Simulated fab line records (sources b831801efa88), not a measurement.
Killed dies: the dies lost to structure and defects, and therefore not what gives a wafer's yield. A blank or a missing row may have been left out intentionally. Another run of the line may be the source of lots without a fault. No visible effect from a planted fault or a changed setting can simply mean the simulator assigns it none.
Struck lot and sound lot, side by side :: flow sky130 :: 23 steps out of a route of 708
Sound: the wafers L850.1, L850.2, L850.4. Struck: wafer L839.3; the same lot's L839.6 was not struck, so it is left out; see the end for the cause.
Each step with rows lists, per side, the tool, then ch with its chambers, then its first start. Under that, the readings that differ: sound wafers :: struck wafers :: difference of the means :: sigmas: that difference in standard deviations of wafers without a fault.
alike: a reading whose means differ by less than 2 such deviations, as well as words and numbers matching on both sides. not compared: withheld readings; readings where some wafer has no value; bounds like >300 that might hide an equal value; numbers whose values overlap and for which the record gives no deviation.
Wherever a step has rows on one side only, a row that says differs or no value, or a row with sigmas, the two part there. Non-overlapping numbers with no deviation appear without sigmas and do not part them. A reading missing from all wafers of one side parts the sides only when that side holds two or more wafers.

first, 6 steps without rows for these wafers: SKY_VT_ADJUST_LVTN_HMDS_12 (prime time 60 s); SKY_VT_ADJUST_LVTN_COAT_13 (resist thk 1140 nm); SKY_VT_ADJUST_LVTN_SOFTBAKE_14 (time 60 s); SKY_VT_ADJUST_LVTN_EXPOSE_15 (exposes mask HVN STD DERIVED, target cd 600 nm); SKY_VT_ADJUST_LVTN_PEB_16; SKY_VT_ADJUST_LVTN_DEVELOP_17 (develop time 60 s).
SKY_VT_ADJUST_LVTN_OVL_MEAS_18:
  sound on overlay-01, day 13 19:49; struck on overlay-02, day 10 02:30
  alike: VT_ADJUST_LVTN_01_OVL
after that, 1 step had no rows for these wafers: SKY_VT_ADJUST_LVTN_IMPLANT_19.
SKY_VT_ADJUST_LVTN_STRIP_20: strips in O2/N2.
  sound on plasma asher-01 ch 0,1, day 13 19:59; struck on plasma asher-03 ch 0, day 10 02:43
  alike: drypump motor current A, oes product au, strip time to endpoint s
  not compared: rf hours counter h
SKY_VT_ADJUST_LVTN_TW_MEAS_21:
  sound on film metro-04, day 13 20:05; struck on film metro-01, day 10 02:48
  alike: VT_ADJUST_LVTN_2_TW
then, 2 steps without rows for these wafers: SKY_VT_ADJUST_NCORE_DEHYDRATE_00 (time 60 s); SKY_VT_ADJUST_NCORE_HMDS_01 (prime time 60 s).
SKY_VT_ADJUST_NCORE_COAT_02: resist thk 1140 nm.
  sound on litho track-03 ch 0, day 14 08:29; struck on litho track-01 ch 0, day 10 14:01
reading: model.NOVOLAK_of_VT_ADJUST_NCORE_COAT_02.thk nm (nm)
sound: 1137 1139 1142
struck: 1438
difference: +299
sigmas: 
then, 3 steps without rows for these wafers: SKY_VT_ADJUST_NCORE_SOFTBAKE_03 (time 60 s); SKY_VT_ADJUST_NCORE_EXPOSE_04 (exposes mask LVTN COMPLEMENT THIN, target cd 380 nm); SKY_VT_ADJUST_NCORE_PEB_05.
SKY_VT_ADJUST_NCORE_DEVELOP_06: develop time 60 s.
  sound on litho track-01 ch 0, day 14 22:13; struck on litho track-03 ch 0, day 11 01:29
reading: model.NOVOLAK_of_VT_ADJUST_NCORE_COAT_02.thk nm (nm)
sound: 1137 1138 1141
struck: 1438
difference: +299
sigmas: 
SKY_VT_ADJUST_NCORE_CD_MEAS_07: the cd target is 380 nm.
  sound on cd sem-02, day 14 22:22; struck on cd sem-01, day 11 01:37
reading: cd nm (nm)
sound: 384.9 383.7 383.3
struck: 356.1
difference: -27.9
sigmas: -11
SKY_VT_ADJUST_NCORE_OVL_MEAS_08:
  sound on overlay-01, day 14 22:29; struck on overlay-01, day 11 01:43
  alike: VT_ADJUST_NCORE_OVL
after that, 1 step had no rows for these wafers: SKY_VT_ADJUST_NCORE_IMPLANT_09.
SKY_VT_ADJUST_NCORE_STRIP_10: strips in O2/N2.
  sound on plasma asher-01 ch 0,1, day 14 22:40; struck on plasma asher-04 ch 1, day 11 02:02
reading: strip time to endpoint s (s)
sound: 14.16 14.16 14.19
struck: 17.55
difference: +3.38
sigmas: +87
  alike: drypump motor current A, oes product au
  not compared: rf hours counter h
SKY_VT_ADJUST_NCORE_TW_MEAS_11:
  sound on film metro-01, day 14 22:46; struck on film metro-01, day 11 02:07
  alike: VT_ADJUST_NCORE_TW
-- here the record skips 37 days between the struck wafers' starts before and after, leaving off in module VT_ADJUST_NCORE and picking up in module PAD_OPEN (first step shown: number 708 of the route) --
SKY_PAD_OPEN_PROBE_99:
  sound on prober-02, day 50 13:30; struck on prober-02, day 47 19:05
  alike: killed_at_M0_to_M3, killed_at_M4_up, killed at contacts, killed at front end, killed at other, killed dies, killed open, killed short

== WHERE THEY PART ==
First at SKY_VT_ADJUST_NCORE_CD_MEAS_07; last, within this record, at SKY_VT_ADJUST_NCORE_STRIP_10. Later steps at which nothing parts them and some readings are alike: SKY_VT_ADJUST_NCORE_TW_MEAS_11, SKY_PAD_OPEN_PROBE_99.

WHY: what had been put in by the simulator
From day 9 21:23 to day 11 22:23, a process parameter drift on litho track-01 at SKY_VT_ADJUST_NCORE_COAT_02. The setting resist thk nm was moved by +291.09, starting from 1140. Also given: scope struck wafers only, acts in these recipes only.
